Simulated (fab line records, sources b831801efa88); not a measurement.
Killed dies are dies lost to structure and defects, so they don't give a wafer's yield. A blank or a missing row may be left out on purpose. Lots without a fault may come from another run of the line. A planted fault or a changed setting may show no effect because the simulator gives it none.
Chamber matching | flow sky130 | SKY_LI_CONTACT_ETCH_14 on rie_diel-01: 4 sister chambers
The step etches BARC in N2/H2, stops on SiO2, time 45.9 s, target depth 60 nm. 22 wafers are shown with their chamber, then 11 later ones without.

WAFERS WITH THEIR CHAMBER
wafer  | chamber | drypump_motor_current_A (A) | throttle_valve_pct (%) | oes_product_au (a.u.)
L074.1 | 1       | 5.6                         | 13.214                 | 0.861
L074.2 | 2       | 6.3                         | 13.238                 | 0.850
L074.3 | 3       | 5.5                         | 13.229                 | 0.856
L074.4 | 0       | 6.5                         | 13.216                 | 0.861
L074.5 | 3       | 5.5                         | 13.219                 | 0.854
L074.6 | 2       | 6.4                         | 13.227                 | 0.851
L076.2 | 0       | 6.5                         | 13.217                 | 0.850
L076.5 | 3       | 5.5                         | 13.220                 | 0.857
L076.6 | 0       | 6.5                         | 13.204                 | 0.854
L080.1 | 1       | 5.6                         | 13.218                 | 0.858
L080.4 | 0       | 6.4                         | 13.221                 | 0.854
L080.6 | 2       | 6.4                         | 13.217                 | 0.855
L083.1 | 3       | 5.5                         | 13.216                 | 0.861
L083.4 | 3       | 5.5                         | 13.236                 | 0.861
L083.6 | 1       | 5.7                         | 13.224                 | 0.851
L087.2 | 0       | 6.5                         | 13.229                 | 0.851
L087.5 | 1       | 5.6                         | 13.231                 | 0.847
L087.6 | 2       | 6.4                         | 13.219                 | 0.857
L088.3 | 3       | 5.5                         | 13.237                 | 0.849
L088.4 | 1       | 5.6                         | 13.217                 | 0.851
L088.6 | 1       | 5.6                         | 13.237                 | 0.859
L091.1 | 2       | 6.4                         | 13.228                 | 0.859

SIGNATURES (means of the wafers above)
reading                 | chamber 0 | chamber 1 | chamber 2 | chamber 3 | scatter within a chamber
drypump_motor_current_A | 6.480     | 5.617     | 6.380     | 5.500     | 0.0368
throttle_valve_pct      | 13.21740  | 13.22350  | 13.22580  | 13.22617  | 0.0089
oes_product_au          | 0.85400   | 0.85450   | 0.85440   | 0.85633   | 0.00467
Rule: a wafer's distance from a chamber is the root of the sum, over the readings, of the square of ((its reading less the chamber's mean) divided by the reading's scatter). The wafer belongs to the nearest chamber; if the next one is less than 2 further off, it can't be placed. The scatter: the root of (the sum of the squares of (reading less its chamber's mean) over the shown wafers, divided by (wafers less chambers)).

WAFERS WITHOUT THEIR CHAMBER
wafer  | drypump_motor_current_A (A) | throttle_valve_pct (%) | oes_product_au (a.u.)
L091.2 | 5.5                         | 13.222                 | 0.855
L091.3 | 5.6                         | 13.216                 | 0.849
L091.4 | 6.4                         | 13.213                 | 0.861
L091.5 | 5.5                         | 13.210                 | 0.855
L091.6 | 6.4                         | 13.228                 | 0.857
L090.1 | 5.6                         | 13.227                 | 0.849
L090.5 | 5.5                         | 13.221                 | 0.852
L090.6 | 6.4                         | 13.224                 | 0.848
L096.2 | 6.3                         | 13.215                 | 0.858
L096.4 | 5.5                         | 13.211                 | 0.858
L096.5 | 5.6                         | 13.210                 | 0.862

WHICH CHAMBER EACH WENT THROUGH
wafer  | from the rows above     | in truth
L091.2 | 3                       | 3
L091.3 | can't be placed: 1 or 3 | 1
L091.4 | can't be placed: 2 or 0 | 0
L091.5 | can't be placed: 3 or 1 | 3
L091.6 | can't be placed: 2 or 0 | 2
L090.1 | can't be placed: 1 or 3 | 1
L090.5 | 3                       | 3
L090.6 | can't be placed: 2 or 0 | 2
L096.2 | 2                       | 2
L096.4 | can't be placed: 3 or 1 | 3
L096.5 | can't be placed: 1 or 3 | 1
Placed correctly: 3 of 11. Can't be placed from these rows: 8 (the true chamber is among the candidates in 8). Placed wrongly: 0.
